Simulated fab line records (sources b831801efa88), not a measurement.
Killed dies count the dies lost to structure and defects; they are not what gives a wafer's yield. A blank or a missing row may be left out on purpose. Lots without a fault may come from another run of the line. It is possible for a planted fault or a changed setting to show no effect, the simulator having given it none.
Which tool is to blame? || flow sky130 || 33 wafers from 11 lots sampled at 6 of the route's 708 steps

## WHAT THE GAUGES READ, wafer by wafer
SKY_VIA4_THK_MEAS_01. Usual: VIA4_HDPCVD_THK gives 1754 nm (standard deviation 14).
{"lot": "L489", "measured": "day 42 17:21", "on": "film_metro-02", "VIA4_HDPCVD_THK (nm)": "1737 1755 1753", "flag": ""}
{"lot": "L491", "measured": "day 42 18:04", "on": "film_metro-01", "VIA4_HDPCVD_THK (nm)": "1740 1747 1766", "flag": ""}
{"lot": "L495", "measured": "day 44 06:38", "on": "film_metro-01", "VIA4_HDPCVD_THK (nm)": "1732 1748 1756", "flag": ""}
{"lot": "L498", "measured": "day 44 10:52", "on": "film_metro-03", "VIA4_HDPCVD_THK (nm)": "1747 1758 1756", "flag": ""}
{"lot": "L497", "measured": "day 44 11:49", "on": "film_metro-03", "VIA4_HDPCVD_THK (nm)": "1748 1761 1766", "flag": ""}
{"lot": "L499", "measured": "day 44 13:02", "on": "film_metro-01", "VIA4_HDPCVD_THK (nm)": "1759 1756 1781", "flag": ""}
{"lot": "L500", "measured": "day 45 02:05", "on": "film_metro-03", "VIA4_HDPCVD_THK (nm)": "1747 1757 1735", "flag": ""}
{"lot": "L503", "measured": "day 45 18:13", "on": "film_metro-01", "VIA4_HDPCVD_THK (nm)": "1776 1777 1786", "flag": ""}
{"lot": "L504", "measured": "day 46 05:33", "on": "film_metro-03", "VIA4_HDPCVD_THK (nm)": "1750 1750 1740", "flag": ""}
{"lot": "L509", "measured": "day 47 22:22", "on": "film_metro-03", "VIA4_HDPCVD_THK (nm)": "1779 1754 1761", "flag": ""}
{"lot": "L510", "measured": "day 48 19:56", "on": "film_metro-03", "VIA4_HDPCVD_THK (nm)": "1738 1754 1737", "flag": ""}

SKY_PASSIVATION_THK_MEAS_03. Usual: PASSIVATION_CVD_02_THK gives 538 nm (standard deviation 6.2).
{"lot": "L489", "measured": "day 44 16:53", "on": "film_metro-04", "PASSIVATION_CVD_02_THK (nm)": "536 537 540", "flag": ""}
{"lot": "L491", "measured": "day 44 17:32", "on": "film_metro-02", "PASSIVATION_CVD_02_THK (nm)": "525 533 533", "flag": ""}
{"lot": "L495", "measured": "day 46 03:47", "on": "film_metro-02", "PASSIVATION_CVD_02_THK (nm)": "534 525 541", "flag": ""}
{"lot": "L498", "measured": "day 46 08:04", "on": "film_metro-02", "PASSIVATION_CVD_02_THK (nm)": "539 549 551", "flag": ""}
{"lot": "L497", "measured": "day 46 09:50", "on": "film_metro-01", "PASSIVATION_CVD_02_THK (nm)": "531 535 547", "flag": ""}
{"lot": "L499", "measured": "day 46 11:03", "on": "film_metro-01", "PASSIVATION_CVD_02_THK (nm)": "536 250 534", "flag": "OFF"}
{"lot": "L500", "measured": "day 46 22:23", "on": "film_metro-04", "PASSIVATION_CVD_02_THK (nm)": "535 547 263", "flag": "OFF"}
{"lot": "L503", "measured": "day 47 12:44", "on": "film_metro-01", "PASSIVATION_CVD_02_THK (nm)": "538 541 543", "flag": ""}
{"lot": "L504", "measured": "day 48 01:02", "on": "film_metro-02", "PASSIVATION_CVD_02_THK (nm)": "533 543 540", "flag": ""}
{"lot": "L509", "measured": "day 49 13:02", "on": "film_metro-01", "PASSIVATION_CVD_02_THK (nm)": "531 535 544", "flag": ""}
{"lot": "L510", "measured": "day 50 07:43", "on": "film_metro-04", "PASSIVATION_CVD_02_THK (nm)": "528 534 530", "flag": ""}

SKY_PAD_OPEN_BOW_MEAS_13. Usual: PAD_OPEN_BOW gives 48 um (standard deviation 7.9).
{"lot": "L489", "measured": "day 46 12:48", "on": "film_metro-03", "PAD_OPEN_BOW (um)": "48 60 55", "flag": ""}
{"lot": "L491", "measured": "day 46 14:00", "on": "film_metro-02", "PAD_OPEN_BOW (um)": "48 53 50", "flag": ""}
{"lot": "L495", "measured": "day 47 22:46", "on": "film_metro-04", "PAD_OPEN_BOW (um)": "50 52 43", "flag": ""}
{"lot": "L498", "measured": "day 48 02:52", "on": "film_metro-02", "PAD_OPEN_BOW (um)": "42 60 48", "flag": ""}
{"lot": "L497", "measured": "day 48 03:50", "on": "film_metro-04", "PAD_OPEN_BOW (um)": "40 46 44", "flag": ""}
{"lot": "L499", "measured": "day 48 05:10", "on": "film_metro-02", "PAD_OPEN_BOW (um)": "45 36 43", "flag": ""}
{"lot": "L500", "measured": "day 48 15:14", "on": "film_metro-03", "PAD_OPEN_BOW (um)": "53 35 43", "flag": ""}
{"lot": "L503", "measured": "day 49 05:47", "on": "film_metro-04", "PAD_OPEN_BOW (um)": "53 39 58", "flag": ""}
{"lot": "L504", "measured": "day 49 14:15", "on": "film_metro-03", "PAD_OPEN_BOW (um)": "51 54 45", "flag": ""}
{"lot": "L509", "measured": "day 50 23:49", "on": "film_metro-03", "PAD_OPEN_BOW (um)": "69 54 54", "flag": ""}
{"lot": "L510", "measured": "day 51 17:21", "on": "film_metro-02", "PAD_OPEN_BOW (um)": "36 40 49", "flag": ""}

## TOOL THAT RAN EACH LOT (tool first, then ch and the chambers of the sampled wafers, then the start)
{"lot": "L489", "SKY_METAL3_ETCH_17": "rie_diel-02 ch 0,1,2, day 39 14:52", "SKY_PASSIVATION_CVD_02": "pecvd-02 ch 0,1,2, day 44 16:38", "SKY_PASSIVATION_ETCH_11": "rie_diel-04 ch 1,2, day 45 13:19"}
{"lot": "L491", "SKY_METAL3_ETCH_17": "rie_diel-01 ch 1,2,3, day 39 17:08", "SKY_PASSIVATION_CVD_02": "pecvd-04 ch 0,2, day 44 17:11", "SKY_PASSIVATION_ETCH_11": "rie_diel-02 ch 1,2, day 45 15:07"}
{"lot": "L495", "SKY_METAL3_ETCH_17": "rie_diel-01 ch 1,3, day 40 18:33", "SKY_PASSIVATION_CVD_02": "pecvd-04 ch 0,2, day 46 03:34", "SKY_PASSIVATION_ETCH_11": "rie_diel-01 ch 0,1,2, day 47 00:58"}
{"lot": "L498", "SKY_METAL3_ETCH_17": "rie_diel-04 ch 1,3, day 41 06:07", "SKY_PASSIVATION_CVD_02": "pecvd-01 ch 0,2, day 46 07:49", "SKY_PASSIVATION_ETCH_11": "rie_diel-04 ch 0,3, day 47 04:13"}
{"lot": "L497", "SKY_METAL3_ETCH_17": "rie_diel-04 ch 0,3, day 41 08:56", "SKY_PASSIVATION_CVD_02": "pecvd-01 ch 1,2, day 46 09:37", "SKY_PASSIVATION_ETCH_11": "rie_diel-01 ch 1,2, day 47 06:19"}
{"lot": "L499", "SKY_METAL3_ETCH_17": "rie_diel-02 ch 1,2,3, day 41 10:15", "SKY_PASSIVATION_CVD_02": "pecvd-01 ch 0,1,2, day 46 10:49", "SKY_PASSIVATION_ETCH_11": "rie_diel-02 ch 0,2,3, day 47 07:10"}
{"lot": "L500", "SKY_METAL3_ETCH_17": "rie_diel-01 ch 0,3, day 42 02:33", "SKY_PASSIVATION_CVD_02": "pecvd-01 ch 0,1,2, day 46 22:09", "SKY_PASSIVATION_ETCH_11": "rie_diel-02 ch 2,3, day 47 18:10"}
{"lot": "L503", "SKY_METAL3_ETCH_17": "rie_diel-01 ch 0,2, day 42 20:56", "SKY_PASSIVATION_CVD_02": "pecvd-02 ch 1,2, day 47 12:29", "SKY_PASSIVATION_ETCH_11": "rie_diel-02 ch 2,3, day 48 08:49"}
{"lot": "L504", "SKY_METAL3_ETCH_17": "rie_diel-02 ch 0,3, day 43 06:08", "SKY_PASSIVATION_CVD_02": "pecvd-04 ch 0,1, day 48 00:49", "SKY_PASSIVATION_ETCH_11": "rie_diel-04 ch 1,2,3, day 48 19:04"}
{"lot": "L509", "SKY_METAL3_ETCH_17": "rie_diel-04 ch 0,1,3, day 45 03:48", "SKY_PASSIVATION_CVD_02": "pecvd-04 ch 0,1,2, day 49 12:49", "SKY_PASSIVATION_ETCH_11": "rie_diel-02 ch 0,1, day 50 05:52"}
{"lot": "L510", "SKY_METAL3_ETCH_17": "rie_diel-04 ch 0,1,2, day 46 03:36", "SKY_PASSIVATION_CVD_02": "pecvd-01 ch 1,2, day 50 07:22", "SKY_PASSIVATION_ETCH_11": "rie_diel-02 ch 0,1,2, day 50 22:58"}
- SKY_METAL3_ETCH_17: etches SiO2 in C4F8/O2/Ar, stops on TiN, time 3.9 s, target depth 15 nm.
- SKY_PASSIVATION_CVD_02: deposits Si3N4, target thk 540 nm.
- SKY_PASSIVATION_ETCH_11: etches the open film in CF4/O2, stops on AlCu, target depth 725 nm, time 161.1 s.

## AS READ BY THE TOOLS THEMSELVES (means over the sampled wafers that have a number; for cases with no such wafer, the mark the record gives instead)
SKY_METAL3_ETCH_17. Usual: oes_product_au reads 0.756 a.u. (standard deviation 0.0066).
{"lot": "L489", "tool": "rie_diel-02", "oes_product_au (a.u.)": 0.760, "flag": ""}
{"lot": "L491", "tool": "rie_diel-01", "oes_product_au (a.u.)": 0.754, "flag": ""}
{"lot": "L495", "tool": "rie_diel-01", "oes_product_au (a.u.)": 0.753, "flag": ""}
{"lot": "L498", "tool": "rie_diel-04", "oes_product_au (a.u.)": 0.761, "flag": ""}
{"lot": "L497", "tool": "rie_diel-04", "oes_product_au (a.u.)": 0.763, "flag": ""}
{"lot": "L499", "tool": "rie_diel-02", "oes_product_au (a.u.)": 0.752, "flag": ""}
{"lot": "L500", "tool": "rie_diel-01", "oes_product_au (a.u.)": 0.764, "flag": ""}
{"lot": "L503", "tool": "rie_diel-01", "oes_product_au (a.u.)": 0.757, "flag": ""}
{"lot": "L504", "tool": "rie_diel-02", "oes_product_au (a.u.)": 0.751, "flag": ""}
{"lot": "L509", "tool": "rie_diel-04", "oes_product_au (a.u.)": 0.755, "flag": ""}
{"lot": "L510", "tool": "rie_diel-04", "oes_product_au (a.u.)": 0.751, "flag": ""}

SKY_PASSIVATION_CVD_02. Usual: heater_power_outer_w 406 W, standard deviation 77; heater_power_w 695 W, standard deviation 120.
{"lot": "L489", "tool": "pecvd-02", "heater_power_outer_w (W)": 428, "heater_power_w (W)": 728, "flag": ""}
{"lot": "L491", "tool": "pecvd-04", "heater_power_outer_w (W)": 521, "heater_power_w (W)": 874, "flag": ""}
{"lot": "L495", "tool": "pecvd-04", "heater_power_outer_w (W)": 418, "heater_power_w (W)": 727, "flag": ""}
{"lot": "L498", "tool": "pecvd-01", "heater_power_outer_w (W)": 330, "heater_power_w (W)": 590, "flag": ""}
{"lot": "L497", "tool": "pecvd-01", "heater_power_outer_w (W)": 347, "heater_power_w (W)": 603, "flag": ""}
{"lot": "L499", "tool": "pecvd-01", "heater_power_outer_w (W)": 341, "heater_power_w (W)": 598, "flag": ""}
{"lot": "L500", "tool": "pecvd-01", "heater_power_outer_w (W)": 357, "heater_power_w (W)": 624, "flag": ""}
{"lot": "L503", "tool": "pecvd-02", "heater_power_outer_w (W)": 443, "heater_power_w (W)": 732, "flag": ""}
{"lot": "L504", "tool": "pecvd-04", "heater_power_outer_w (W)": 396, "heater_power_w (W)": 679, "flag": ""}
{"lot": "L509", "tool": "pecvd-04", "heater_power_outer_w (W)": 428, "heater_power_w (W)": 744, "flag": ""}
{"lot": "L510", "tool": "pecvd-01", "heater_power_outer_w (W)": 362, "heater_power_w (W)": 634, "flag": ""}

SKY_PASSIVATION_ETCH_11. Usual: drypump_motor_current_A 5.7 A, standard deviation 0.44; oes_product_au 0.975 a.u., standard deviation 0.0064; throttle_valve_pct 5.964 %, standard deviation 0.0092.
{"lot": "L489", "tool": "rie_diel-04", "drypump_motor_current_A (A)": 5.8, "oes_product_au (a.u.)": 0.976, "throttle_valve_pct (%)": 5.960, "flag": ""}
{"lot": "L491", "tool": "rie_diel-02", "drypump_motor_current_A (A)": 5.9, "oes_product_au (a.u.)": 0.967, "throttle_valve_pct (%)": 5.965, "flag": ""}
{"lot": "L495", "tool": "rie_diel-01", "drypump_motor_current_A (A)": 5.4, "oes_product_au (a.u.)": 0.973, "throttle_valve_pct (%)": 5.963, "flag": ""}
{"lot": "L498", "tool": "rie_diel-04", "drypump_motor_current_A (A)": 6.3, "oes_product_au (a.u.)": 0.983, "throttle_valve_pct (%)": 5.961, "flag": ""}
{"lot": "L497", "tool": "rie_diel-01", "drypump_motor_current_A (A)": 5.0, "oes_product_au (a.u.)": 0.979, "throttle_valve_pct (%)": 5.969, "flag": ""}
{"lot": "L499", "tool": "rie_diel-02", "drypump_motor_current_A (A)": 5.8, "oes_product_au (a.u.)": 0.894, "throttle_valve_pct (%)": 5.943, "flag": "OFF"}
{"lot": "L500", "tool": "rie_diel-02", "drypump_motor_current_A (A)": 5.7, "oes_product_au (a.u.)": 0.897, "throttle_valve_pct (%)": 5.938, "flag": "OFF"}
{"lot": "L503", "tool": "rie_diel-02", "drypump_motor_current_A (A)": 5.7, "oes_product_au (a.u.)": 0.975, "throttle_valve_pct (%)": 5.972, "flag": ""}
{"lot": "L504", "tool": "rie_diel-04", "drypump_motor_current_A (A)": 6.1, "oes_product_au (a.u.)": 0.976, "throttle_valve_pct (%)": 5.968, "flag": ""}
{"lot": "L509", "tool": "rie_diel-02", "drypump_motor_current_A (A)": 5.9, "oes_product_au (a.u.)": 0.974, "throttle_valve_pct (%)": 5.970, "flag": ""}
{"lot": "L510", "tool": "rie_diel-02", "drypump_motor_current_A (A)": 5.9, "oes_product_au (a.u.)": 0.969, "throttle_valve_pct (%)": 5.962, "flag": ""}

## THE ANSWER, worked out from the rows above alone
Rule: lot off if the mean of its wafers having a number is beyond 3 standard deviations from the usual mean. Also off: a lot with no number at a reading for which 4 or more lots have one. All remaining lots with rows at the step are treated as sound. First the gauges in route order, then the tools' own readings, where a lot's mean is used as printed above. The first step at which some lot is off is used, and at that step the reading that is off furthest; a lot without a number counts as furthest.
Off: L499, L500, at SKY_PASSIVATION_THK_MEAS_03 (PASSIVATION_CVD_02_THK).
If a tool, at a process step before that reading, ran all the lots that are off and no sound lot after the first of them, it fits. Not tried: the gauges at SKY_PASSIVATION_THK_MEAS_03; whatever is off there is also off at SKY_PASSIVATION_ETCH_11, on other tools, and gauge error can't account for it. None of those tried fits.

## WHAT THE SIMULATOR HAD INSERTED
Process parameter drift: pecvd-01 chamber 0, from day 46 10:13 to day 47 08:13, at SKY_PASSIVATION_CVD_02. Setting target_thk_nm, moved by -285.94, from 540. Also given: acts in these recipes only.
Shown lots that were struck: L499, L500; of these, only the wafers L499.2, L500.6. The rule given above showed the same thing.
